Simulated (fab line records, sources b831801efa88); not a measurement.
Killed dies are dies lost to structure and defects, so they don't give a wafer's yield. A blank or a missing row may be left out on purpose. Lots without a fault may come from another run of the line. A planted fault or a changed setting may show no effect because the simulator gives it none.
A struck lot beside a sound one | flow gf180mcu | 15 steps out of a route of 602
Sound: wafers L378.4, L378.5, L378.6. Struck: wafers L390.1, L390.3, L390.5. The cause comes at the end.
At each step with rows: each side's tool, then ch and its chambers, then its first start. Under that, the readings that differ: sound wafers | struck wafers | difference of the means | sigmas: that difference in standard deviations of wafers without a fault.
alike: readings whose means differ by less than 2 such deviations, and words and numbers that are the same on both sides. not compared: withheld readings, readings that some wafer has no value for, bounds like >300 that may hide the same value, and numbers for which the record gives no deviation and whose values overlap.
The two part at a step that has a row with sigmas, a row that says differs or no value, or rows on one side only. Numbers that don't overlap but have no deviation are shown without sigmas and don't part them. A reading that every wafer of one side lacks parts them only if that side has two wafers or more.

first, 4 steps without rows for these wafers: GF_M1_SOFTBAKE_10 (time 60 s); GF_M1_EXPOSE_11 (exposes mask Metal1, target cd 230 nm); GF_M1_PEB_12 (peb time 90 s); GF_M1_DEVELOP_13 (develop time 60 s).
GF_M1_CD_MEAS_14: target cd 230 nm.
  sound on cd_sem-02, day 17 16:10; struck on cd_sem-02, day 22 07:28
  alike: cd_nm
GF_M1_OVL_MEAS_15:
  sound on overlay-01, day 17 16:15; struck on overlay-01, day 22 07:35
  alike: M1_OVL
GF_M1_METAL_ETCH_16: etches the open film in Cl2/BCl3, stops on SiO2, target depth 627.5 nm, time 104.6 s.
  sound on rie_metal-04 ch 0,1, day 17 16:19; struck on rie_metal-03 ch 1, day 22 07:37
  alike: bias_w, drypump_motor_current_A, he_backside_leak_sccm, oes_product_au, throttle_valve_pct
  not compared: rf_hours_counter_h
GF_M1_STRIP_17: strips in O2/N2.
  sound on plasma_asher-04 ch 0,1, day 17 16:27; struck on plasma_asher-03 ch 0,1, day 22 07:44
  alike: drypump_motor_current_A, heater_power_w, oes_product_au, strip_time_to_endpoint_s
  not compared: rf_hours_counter_h
then, 3 steps without rows for these wafers: GF_M1_STRIP_18 (strips in post etch residue remover, time 1200 s); GF_M1_CLEAN_19 (cleans in DIW); GF_V1_CVD_00 (deposits SiO2, target thk 600 nm, time 100 s).
GF_V1_THK_MEAS_01:
  sound on film_metro-01, day 17 17:05; struck on film_metro-02, day 22 08:20
  alike: V1_CVD_00_THK
GF_V1_CVD_02: deposits SiO2 from TEOS, target thk 850 nm, time 94.851 s.
  sound on pecvd-02 ch 0,1,2, day 17 17:10; struck on pecvd-01 ch 0,1,2, day 22 08:24
  reading                             | sound             | struck            | difference | sigmas
  model.SiO2_of_V1_CVD_02.thk_nm (nm) | 835.3 859.5 838.7 | 807.9 822.5 821.7 | -27.1      |
  alike: heater_power_w
GF_V1_THK_MEAS_03:
  sound on film_metro-02, day 17 17:13; struck on film_metro-04, day 22 08:28
  reading            | sound       | struck      | difference | sigmas
  V1_CVD_02_THK (nm) | 836 860 839 | 808 823 822 | -27        | -2
GF_V1_CMP_04: polishes SiO2.
  sound on cmp-02 ch 0,3, day 17 17:18; struck on cmp-01 ch 0,1,3, day 22 08:35
  alike: motor_current_A, time_to_endpoint_s

WHERE THEY PART
Only at GF_V1_THK_MEAS_03, within this record. Later steps at which nothing parts them and some readings are alike: GF_V1_CMP_04.

WHY: what the simulator had put in
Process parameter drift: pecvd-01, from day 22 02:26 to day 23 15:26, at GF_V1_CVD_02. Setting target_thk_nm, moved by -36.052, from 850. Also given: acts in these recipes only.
